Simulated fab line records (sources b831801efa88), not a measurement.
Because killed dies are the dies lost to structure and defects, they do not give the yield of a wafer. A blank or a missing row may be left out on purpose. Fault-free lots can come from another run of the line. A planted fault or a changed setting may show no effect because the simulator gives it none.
Chamber matching | flow gf180mcu | 4 sister chambers for GF_STI_ETCH_14 on rie_si-01
The step etches Si in HBr/Cl2/O2, target depth 360 nm, time 102.9 s. 14 wafers are shown with their chamber, then 7 later ones without.

EACH WAFER AND ITS CHAMBER
wafer  | chamber | drypump_motor_current_A (A) | oes_product_au (a.u.) | throttle_valve_pct (%)
L592.1 | 3       | 5.63                        | 1.000                 | 25.655
L592.3 | 2       | 6.02                        | 0.983                 | 25.681
L592.4 | 1       | 6.06                        | 1.007                 | 25.644
L593.2 | 1       | 6.07                        | 1.008                 | 25.656
L593.4 | 3       | 5.68                        | 0.991                 | 25.637
L593.6 | 3       | 5.67                        | 0.985                 | 25.672
L594.2 | 3       | 5.66                        | 0.996                 | 25.670
L594.4 | 0       | 6.01                        | 1.008                 | 25.664
L594.6 | 0       | 6.04                        | 1.003                 | 25.659
L595.2 | 2       | 6.04                        | 0.986                 | 25.680
L595.3 | 0       | 6.05                        | 1.000                 | 25.654
L595.6 | 1       | 6.10                        | 1.006                 | 25.648
L597.2 | 3       | 5.65                        | 0.987                 | 25.671
L597.3 | 0       | 6.04                        | 1.012                 | 25.639

SIGNATURES, as means of the wafers listed above
reading                 | chamber 0 | chamber 1 | chamber 2 | chamber 3 | scatter within a chamber
drypump_motor_current_A | 6.0350    | 6.0767    | 6.0300    | 5.6580    | 0.0186
oes_product_au          | 1.00575   | 1.00700   | 0.98450   | 0.99180   | 0.00496
throttle_valve_pct      | 25.65400  | 25.64933  | 25.68050  | 25.66100  | 0.0116
Rule: for a wafer and a chamber, the distance is found by dividing, reading by reading, the gap between the wafer's reading and the chamber's mean by the reading's scatter, squaring, summing and taking the root. The wafer belongs to the nearest chamber; if the next one is less than 2 further off, it can't be placed. How the scatter is found: for the shown wafers, subtract from each reading the mean of its chamber, square and add these, divide the total by (wafers less chambers), then take the root.

WAFERS WITHOUT THEIR CHAMBER
wafer  | drypump_motor_current_A (A) | oes_product_au (a.u.) | throttle_valve_pct (%)
L597.6 | 6.02                        | 1.018                 | 25.655
L598.1 | 5.67                        | 0.979                 | 25.669
L598.3 | 6.02                        | 0.987                 | 25.666
L598.4 | 6.10                        | 1.010                 | 25.670
L601.3 | 6.13                        | 1.007                 | 25.660
L601.4 | 5.69                        | 0.994                 | 25.667
L601.6 | 5.69                        | 0.993                 | 25.661

CHAMBER TAKEN BY EACH
wafer  | from the rows above     | in truth
L597.6 | can't be placed: 0 or 1 | 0
L598.1 | 3                       | 3
L598.3 | 2                       | 2
L598.4 | can't be placed: 1 or 0 | 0
L601.3 | 1                       | 1
L601.4 | 3                       | 3
L601.6 | 3                       | 3
Correctly placed: 5 of 7. Unplaceable from these rows: 2, with the true chamber sitting among the candidates in 2. Wrongly placed: 0.
